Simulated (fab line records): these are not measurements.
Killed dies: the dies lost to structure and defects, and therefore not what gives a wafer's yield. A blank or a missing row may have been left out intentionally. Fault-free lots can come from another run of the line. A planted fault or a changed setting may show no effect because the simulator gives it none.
One fault seen from 2 desks | flow gf180mcu | each desk has only its own numbers; what lay behind them comes last

== AT THE TOOL OWNER'S DESK: lpcvd-02 ==
The tool's own readings at GF_HV_LDD_CVD_54 (deposits SiO2 from TEOS, target thk 10 nm, time 75 s): means of the sampled wafers that have a number, for each lot that ran on this tool. Any lot whose mean is over 4 standard deviations away from the usual mean is out of limits and marked OUT; that distance is given in the brackets.
Columns: A = spike-tc-bottom-C at GF_HV_LDD_CVD_54, usual 697.7 C; B = spike-tc-centre-C at GF_HV_LDD_CVD_54, usual 681.2 C; C = spike-tc-lower-C at GF_HV_LDD_CVD_54, usual 679.9 C; D = spike-tc-top-C at GF_HV_LDD_CVD_54, usual 697 C; E = spike-tc-upper-C at GF_HV_LDD_CVD_54, usual 679.7 C; F = susceptor-temp-C at GF_HV_LDD_CVD_54, usual 679.98 C; G = zone-power-lower-pct at GF_HV_LDD_CVD_54, usual 10.2 %
lot  | first seen here | A               | B               | C               | D              | E               | F                        | G
L326 | day 12 13:34    | 693.5           | 682.1           | 678.1           | 696            | 681.0           | 680.17                   | 8.5
L336 | day 16 04:28    | 728.6 (+11) OUT | 717.3 (+30) OUT | 713.3 (+21) OUT | 730 (+9.7) OUT | 716.1 (+28) OUT | 715.43 (+99 or more) OUT | 9.3
L337 | day 16 14:25    | 732.6 (+12) OUT | 716.6 (+29) OUT | 716.6 (+23) OUT | 736 (+11) OUT  | 715.7 (+28) OUT | 715.33 (+99 or more) OUT | 11.6
L345 | day 19 00:24    | 697.0           | 681.8           | 681.6           | 702            | 680.7           | 679.82                   | 10.5
L346 | day 19 10:25    | 697.2           | 681.3           | 681.3           | 702            | 681.2           | 680.26                   | 10.5
L347 | day 19 19:28    | 697.3           | 680.6           | 680.5           | 703            | 681.1           | 680.06                   | 10.4
This desk's verdict: out of limits on L336, L337, starting with L336 at day 16 04:28 (spike-tc-bottom-C at GF_HV_LDD_CVD_54). L326, L345, L346, L347: within limits.

== AT THE METROLOGY DESK ==
What the gauges read for every lot (on any tool): the sampled wafers with a number, averaged. Any lot whose mean is over 4 standard deviations away from the usual mean is out of limits and marked OUT; that distance is given in the brackets.
Columns: A = HV_LDD_CVD_54_THK at GF_HV_LDD_THK_MEAS_55, usual 10.05 nm; B = cd-nm at GF_CONTACT_CD_MEAS_14, usual 220.1 nm
lot  | first seen here | A               | B
L325 | day 12 08:20    | 10.04           | 218.9
L326 | day 12 14:35    | 10.06           | 220.1
L327 | day 12 21:14    | 9.81            | 218.6
L336 | day 16 05:29    | 20.48 (+55) OUT | 217.7
L337 | day 16 15:27    | 20.41 (+55) OUT | 219.8
L338 | day 17 00:58    | 9.87            | 221.2
L339 | day 17 07:54    | 10.10           | 219.9
L343 | day 18 15:04    | 9.99            | 220.1
L344 | day 18 19:45    | 9.86            | 221.6
L345 | day 19 01:26    | 10.10           | 218.4
L346 | day 19 11:26    | 10.17           | 221.6
L347 | day 19 20:29    | 10.00           | 220.7
L348 | day 20 03:35    | 9.98            | 219.6
This desk finds L336, L337 out of limits, with the earliest case on L336 at day 16 05:29 (HV_LDD_CVD_54_THK at GF_HV_LDD_THK_MEAS_55). L325, L326, L327, L338, L339, L343, L344, L345, L346, L347, L348: within limits.

== TAKEN TOGETHER ==
The tool owner's desk had the chance to raise an alarm at day 16 04:28 on L336, L337.
L336, L337 would have let the metrology desk raise an alarm at day 16 05:29.
On lpcvd-02, each named lot ran GF_HV_LDD_CVD_54.

== WHAT HAD BEEN PUT IN BY THE SIMULATOR ==
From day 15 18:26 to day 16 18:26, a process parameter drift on lpcvd-02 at GF_HV_LDD_CVD_54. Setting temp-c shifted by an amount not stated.
Shown lots that were struck: L336, L337.
Hours from the fault's start to each desk's first reading out of limits: the tool owner's desk, 10; the metrology desk, 11.
